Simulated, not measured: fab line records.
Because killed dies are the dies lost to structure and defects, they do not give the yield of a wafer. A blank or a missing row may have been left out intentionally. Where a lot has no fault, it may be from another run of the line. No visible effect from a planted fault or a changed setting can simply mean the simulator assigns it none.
What tool caused it? || flow gf180mcu || 13 lots, 39 wafers sampled, at 6 steps of a route of 602

== WHAT THE GAUGES READ, wafer by wafer ==
GF_HV_LDD_OVL_MEAS_08. Usual: HV_LDD_OVL typically reads 1.0 nm, with standard deviation 1.5.
{"lot": "L573", "measured": "day 10 03:47", "on": "overlay-01", "HV_LDD_OVL (nm)": "2.0 2.0 2.2", "flag": ""}
{"lot": "L574", "measured": "day 10 11:38", "on": "overlay-01", "HV_LDD_OVL (nm)": "-2.6 -1.2 -1.8", "flag": ""}
{"lot": "L575", "measured": "day 10 21:20", "on": "overlay-02", "HV_LDD_OVL (nm)": "1.2 1.1 2.1", "flag": ""}
{"lot": "L576", "measured": "day 11 04:42", "on": "overlay-01", "HV_LDD_OVL (nm)": "1.4 0.7 0.3", "flag": ""}
{"lot": "L577", "measured": "day 11 08:11", "on": "overlay-01", "HV_LDD_OVL (nm)": "2.4 1.6 1.8", "flag": ""}
{"lot": "L578", "measured": "day 11 21:40", "on": "overlay-01", "HV_LDD_OVL (nm)": "0.8 0.7 -0.9", "flag": ""}
{"lot": "L579", "measured": "day 12 02:43", "on": "overlay-02", "HV_LDD_OVL (nm)": "0.3 0.5 -0.7", "flag": ""}
{"lot": "L588", "measured": "day 14 17:11", "on": "overlay-01", "HV_LDD_OVL (nm)": "1.1 1.4 1.5", "flag": ""}
{"lot": "L589", "measured": "day 14 23:35", "on": "overlay-01", "HV_LDD_OVL (nm)": "-1.1 -0.4 0.1", "flag": ""}
{"lot": "L590", "measured": "day 15 07:49", "on": "overlay-01", "HV_LDD_OVL (nm)": "1.5 0.1 -0.1", "flag": ""}
{"lot": "L591", "measured": "day 15 14:19", "on": "overlay-01", "HV_LDD_OVL (nm)": "3.0 2.9 3.4", "flag": ""}
{"lot": "L593", "measured": "day 16 06:56", "on": "overlay-02", "HV_LDD_OVL (nm)": "-2.3 1.0 0.5", "flag": ""}
{"lot": "L594", "measured": "day 16 12:44", "on": "overlay-02", "HV_LDD_OVL (nm)": "-0.4 0.5 2.2", "flag": ""}

GF_HV_LDD_OVL_MEAS_32. Usual: HV_LDD_02_OVL typically reads -1.1 nm, with standard deviation 1.1.
{"lot": "L573", "measured": "day 11 16:26", "on": "overlay-01", "HV_LDD_02_OVL (nm)": "-0.1 -1.0 -0.6", "flag": ""}
{"lot": "L574", "measured": "day 12 01:08", "on": "overlay-02", "HV_LDD_02_OVL (nm)": "-2.3 -1.7 -0.7", "flag": ""}
{"lot": "L575", "measured": "day 12 10:53", "on": "overlay-02", "HV_LDD_02_OVL (nm)": "0.2 -0.1 -1.3", "flag": ""}
{"lot": "L576", "measured": "day 12 19:29", "on": "overlay-01", "HV_LDD_02_OVL (nm)": "-0.7 -0.8 -0.8", "flag": ""}
{"lot": "L577", "measured": "day 12 22:58", "on": "overlay-01", "HV_LDD_02_OVL (nm)": "-2.7 -0.2 -1.2", "flag": ""}
{"lot": "L578", "measured": "day 13 13:29", "on": "overlay-01", "HV_LDD_02_OVL (nm)": "-1.8 -1.3 -1.0", "flag": ""}
{"lot": "L579", "measured": "day 13 18:46", "on": "overlay-02", "HV_LDD_02_OVL (nm)": "-1.8 -1.5 -0.6", "flag": ""}
{"lot": "L588", "measured": "day 16 13:20", "on": "overlay-01", "HV_LDD_02_OVL (nm)": "-1.0 -1.2 -0.4", "flag": ""}
{"lot": "L589", "measured": "day 16 19:34", "on": "overlay-02", "HV_LDD_02_OVL (nm)": "-1.4 -1.0 -1.3", "flag": ""}
{"lot": "L590", "measured": "day 17 05:22", "on": "overlay-02", "HV_LDD_02_OVL (nm)": "-2.8 -3.0 -2.8", "flag": ""}
{"lot": "L591", "measured": "day 17 11:46", "on": "overlay-02", "HV_LDD_02_OVL (nm)": "-0.1 -1.8 -1.2", "flag": ""}
{"lot": "L593", "measured": "day 18 05:53", "on": "overlay-02", "HV_LDD_02_OVL (nm)": "-1.7 -0.6 -0.3", "flag": ""}
{"lot": "L594", "measured": "day 18 11:08", "on": "overlay-02", "HV_LDD_02_OVL (nm)": "-3.2 -3.1 -2.2", "flag": ""}

GF_HV_LDD_TW_MEAS_38. Usual: HV_LDD_3_TW typically reads 1438, with standard deviation 12.
{"lot": "L573", "measured": "day 11 17:10", "on": "film metro-03", "HV_LDD_3_TW": "1434 1435 1442", "flag": ""}
{"lot": "L574", "measured": "day 12 01:52", "on": "film metro-03", "HV_LDD_3_TW": "1428 1422 1426", "flag": ""}
{"lot": "L575", "measured": "day 12 11:37", "on": "film metro-02", "HV_LDD_3_TW": "1437 1445 1447", "flag": ""}
{"lot": "L576", "measured": "day 12 20:13", "on": "film metro-03", "HV_LDD_3_TW": "1423 1423 1426", "flag": ""}
{"lot": "L577", "measured": "day 12 23:43", "on": "film metro-02", "HV_LDD_3_TW": "1443 1447 1447", "flag": ""}
{"lot": "L578", "measured": "day 13 14:13", "on": "film metro-02", "HV_LDD_3_TW": "1457 1454 1451", "flag": ""}
{"lot": "L579", "measured": "day 13 19:30", "on": "film metro-03", "HV_LDD_3_TW": "1427 1423 1422", "flag": ""}
{"lot": "L588", "measured": "day 16 14:04", "on": "film metro-02", "HV_LDD_3_TW": "1526 1528 1523", "flag": "OFF"}
{"lot": "L589", "measured": "day 16 20:19", "on": "film metro-01", "HV_LDD_3_TW": "1437 1439 1432", "flag": ""}
{"lot": "L590", "measured": "day 17 06:06", "on": "film metro-03", "HV_LDD_3_TW": "1495 1496 1502", "flag": "OFF"}
{"lot": "L591", "measured": "day 17 12:31", "on": "film metro-01", "HV_LDD_3_TW": "1443 1446 1444", "flag": ""}
{"lot": "L593", "measured": "day 18 06:37", "on": "film metro-02", "HV_LDD_3_TW": "1446 1446 1445", "flag": ""}
{"lot": "L594", "measured": "day 18 11:52", "on": "film metro-03", "HV_LDD_3_TW": "1428 1416 1424", "flag": ""}

GF_HV_LDD_OVL_MEAS_47. Usual: HV_LDD_03_OVL typically reads 0.6 nm, with standard deviation 1.5.
{"lot": "L573", "measured": "day 12 11:04", "on": "overlay-01", "HV_LDD_03_OVL (nm)": "-1.1 0.9 -0.3", "flag": ""}
{"lot": "L574", "measured": "day 12 20:31", "on": "overlay-01", "HV_LDD_03_OVL (nm)": "2.1 0.7 0.8", "flag": ""}
{"lot": "L575", "measured": "day 13 07:20", "on": "overlay-02", "HV_LDD_03_OVL (nm)": "0.0 0.5 -0.8", "flag": ""}
{"lot": "L576", "measured": "day 13 16:07", "on": "overlay-02", "HV_LDD_03_OVL (nm)": "-0.6 1.0 -0.4", "flag": ""}
{"lot": "L577", "measured": "day 13 20:04", "on": "overlay-01", "HV_LDD_03_OVL (nm)": "0.7 -0.1 0.7", "flag": ""}
{"lot": "L578", "measured": "day 14 10:22", "on": "overlay-01", "HV_LDD_03_OVL (nm)": "0.3 -1.6 1.1", "flag": ""}
{"lot": "L579", "measured": "day 14 15:53", "on": "overlay-01", "HV_LDD_03_OVL (nm)": "2.6 -1.3 0.6", "flag": ""}
{"lot": "L588", "measured": "day 17 13:11", "on": "overlay-02", "HV_LDD_03_OVL (nm)": "-0.6 -0.7 -1.0", "flag": ""}
{"lot": "L589", "measured": "day 17 20:28", "on": "overlay-01", "HV_LDD_03_OVL (nm)": "-0.8 -2.0 -1.1", "flag": ""}
{"lot": "L590", "measured": "day 18 05:46", "on": "overlay-01", "HV_LDD_03_OVL (nm)": "3.7 4.7 3.8", "flag": ""}
{"lot": "L591", "measured": "day 18 12:02", "on": "overlay-01", "HV_LDD_03_OVL (nm)": "-1.6 -1.1 0.1", "flag": ""}
{"lot": "L593", "measured": "day 19 06:41", "on": "overlay-02", "HV_LDD_03_OVL (nm)": "0.1 -0.9 0.0", "flag": ""}
{"lot": "L594", "measured": "day 19 12:34", "on": "overlay-02", "HV_LDD_03_OVL (nm)": "0.3 -0.7 1.9", "flag": ""}

GF_HV_LDD_RS_MEAS_53: measures by four-point-probe. Usual: HV_LDD_RS typically reads 419.0 ohm/sq, with standard deviation 0.94.
{"lot": "L573", "measured": "day 12 11:33", "on": "film metro-01", "HV_LDD_RS (ohm/sq)": "419.7 419.5 418.2", "flag": ""}
{"lot": "L574", "measured": "day 12 20:59", "on": "film metro-01", "HV_LDD_RS (ohm/sq)": "419.2 419.4 419.5", "flag": ""}
{"lot": "L575", "measured": "day 13 07:49", "on": "film metro-03", "HV_LDD_RS (ohm/sq)": "419.4 417.8 419.2", "flag": ""}
{"lot": "L576", "measured": "day 13 16:35", "on": "film metro-02", "HV_LDD_RS (ohm/sq)": "421.0 419.5 419.9", "flag": ""}
{"lot": "L577", "measured": "day 13 20:34", "on": "film metro-01", "HV_LDD_RS (ohm/sq)": "419.8 419.4 418.9", "flag": ""}
{"lot": "L578", "measured": "day 14 10:50", "on": "film metro-02", "HV_LDD_RS (ohm/sq)": "418.2 420.3 417.6", "flag": ""}
{"lot": "L579", "measured": "day 14 16:20", "on": "film metro-02", "HV_LDD_RS (ohm/sq)": "420.0 419.7 419.2", "flag": ""}
{"lot": "L588", "measured": "day 17 13:40", "on": "film metro-01", "HV_LDD_RS (ohm/sq)": "406.5 406.2 406.4", "flag": "OFF"}
{"lot": "L589", "measured": "day 17 20:56", "on": "film metro-01", "HV_LDD_RS (ohm/sq)": "418.3 418.7 418.6", "flag": ""}
{"lot": "L590", "measured": "day 18 06:14", "on": "film metro-01", "HV_LDD_RS (ohm/sq)": "405.4 405.1 406.5", "flag": "OFF"}
{"lot": "L591", "measured": "day 18 12:32", "on": "film metro-03", "HV_LDD_RS (ohm/sq)": "417.2 418.9 419.2", "flag": ""}
{"lot": "L593", "measured": "day 19 07:10", "on": "film metro-01", "HV_LDD_RS (ohm/sq)": "420.9 420.1 419.2", "flag": ""}
{"lot": "L594", "measured": "day 19 13:02", "on": "film metro-02", "HV_LDD_RS (ohm/sq)": "419.0 420.1 419.4", "flag": ""}

== EACH LOT AND THE TOOL THAT RAN IT (in order: tool; ch and the chambers of the sampled wafers; start) ==
{"lot": "L573", "GF_HV_LDD_IMPLANT_34": "implanter-04 ch 0, day 11 16:38"}
{"lot": "L574", "GF_HV_LDD_IMPLANT_34": "implanter-04 ch 0, day 12 01:19"}
{"lot": "L575", "GF_HV_LDD_IMPLANT_34": "implanter-02 ch 0, day 12 11:05"}
{"lot": "L576", "GF_HV_LDD_IMPLANT_34": "implanter-02 ch 0, day 12 19:40"}
{"lot": "L577", "GF_HV_LDD_IMPLANT_34": "implanter-02 ch 0, day 12 23:12"}
{"lot": "L578", "GF_HV_LDD_IMPLANT_34": "implanter-04 ch 0, day 13 13:40"}
{"lot": "L579", "GF_HV_LDD_IMPLANT_34": "implanter-02 ch 0, day 13 18:57"}
{"lot": "L588", "GF_HV_LDD_IMPLANT_34": "implanter-02 ch 0, day 16 13:32"}
{"lot": "L589", "GF_HV_LDD_IMPLANT_34": "implanter-04 ch 0, day 16 19:46"}
{"lot": "L590", "GF_HV_LDD_IMPLANT_34": "implanter-02 ch 0, day 17 05:33"}
{"lot": "L591", "GF_HV_LDD_IMPLANT_34": "implanter-04 ch 0, day 17 12:00"}
{"lot": "L593", "GF_HV_LDD_IMPLANT_34": "implanter-04 ch 0, day 18 06:05"}
{"lot": "L594", "GF_HV_LDD_IMPLANT_34": "implanter-04 ch 0, day 18 11:20"}
- GF_HV_LDD_IMPLANT_34

== AS READ BY THE TOOLS THEMSELVES (means over the sampled wafers that have a number; for cases with no such wafer, the mark the record gives instead) ==
GF_HV_LDD_IMPLANT_34. Usual: dose ions cm2 7.5e+12, standard deviation 8.3e+09; faraday current uA 42.4, standard deviation 0.86.
{"lot": "L573", "tool": "implanter-04", "dose ions cm2": 7.5e+12, "faraday current uA": 41.9, "flag": ""}
{"lot": "L574", "tool": "implanter-04", "dose ions cm2": 7.5e+12, "faraday current uA": 42.0, "flag": ""}
{"lot": "L575", "tool": "implanter-02", "dose ions cm2": 7.5e+12, "faraday current uA": 42.7, "flag": ""}
{"lot": "L576", "tool": "implanter-02", "dose ions cm2": 7.5e+12, "faraday current uA": 43.5, "flag": ""}
{"lot": "L577", "tool": "implanter-02", "dose ions cm2": 7.5e+12, "faraday current uA": 41.6, "flag": ""}
{"lot": "L578", "tool": "implanter-04", "dose ions cm2": 7.5e+12, "faraday current uA": 42.2, "flag": ""}
{"lot": "L579", "tool": "implanter-02", "dose ions cm2": 7.5e+12, "faraday current uA": 43.0, "flag": ""}
{"lot": "L588", "tool": "implanter-02", "dose ions cm2": 1.3e+13, "faraday current uA": 71.5, "flag": "OFF"}
{"lot": "L589", "tool": "implanter-04", "dose ions cm2": 7.5e+12, "faraday current uA": 41.5, "flag": ""}
{"lot": "L590", "tool": "implanter-02", "dose ions cm2": 1.3e+13, "faraday current uA": 72.6, "flag": "OFF"}
{"lot": "L591", "tool": "implanter-04", "dose ions cm2": 7.5e+12, "faraday current uA": 43.3, "flag": ""}
{"lot": "L593", "tool": "implanter-04", "dose ions cm2": 7.5e+12, "faraday current uA": 42.2, "flag": ""}
{"lot": "L594", "tool": "implanter-04", "dose ions cm2": 7.5e+12, "faraday current uA": 42.0, "flag": ""}

== THE ANSWER, worked out from the rows above alone ==
Rule: a lot counts as off when the mean over its wafers that have a number is more than 3 standard deviations away from the usual mean. Also off: a lot with no number at a reading for which 4 or more lots have one. The other lots that the step has rows for count as sound. First the gauges in route order, then the tools' own readings, where a lot's mean is used as printed above. At the first step where some lot is off, the reading lying furthest off is the one used; lots without a number count as furthest.
Off: L588, L590, seen at GF_HV_LDD_TW_MEAS_38 (HV_LDD_3_TW).
If a tool, at a process step before that reading, ran all the lots that are off and no sound lot after the first of them, it fits. The gauges at GF_HV_LDD_TW_MEAS_38 aren't tried: what is off there is off at GF_HV_LDD_RS_MEAS_53 too, on other tools, and a gauge's error can't cause that. One candidate fits, namely implanter-02 at GF_HV_LDD_IMPLANT_34. Its last sound lot is L579 (day 13 18:57), its first lot that is off L588 (day 16 13:32): a fault that began between those two fits.
The tool's own readings at GF_HV_LDD_IMPLANT_34 bear it out: on the lots that are off they differ by more than 5 times the standard deviation of the sound lots' means. dose ions cm2 reads 1.3e+13 there against 7.5e+12 on the sound lots; faraday current uA reads 72.0 there against 42.4 on the sound lots.

== WHAT THE SIMULATOR PUT IN ==
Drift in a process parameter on implanter-02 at GF_HV_LDD_IMPLANT_34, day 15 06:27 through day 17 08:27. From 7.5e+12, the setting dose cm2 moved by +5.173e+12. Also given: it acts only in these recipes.
Struck lots among those shown: L588, L590. The rule above reached the same finding.
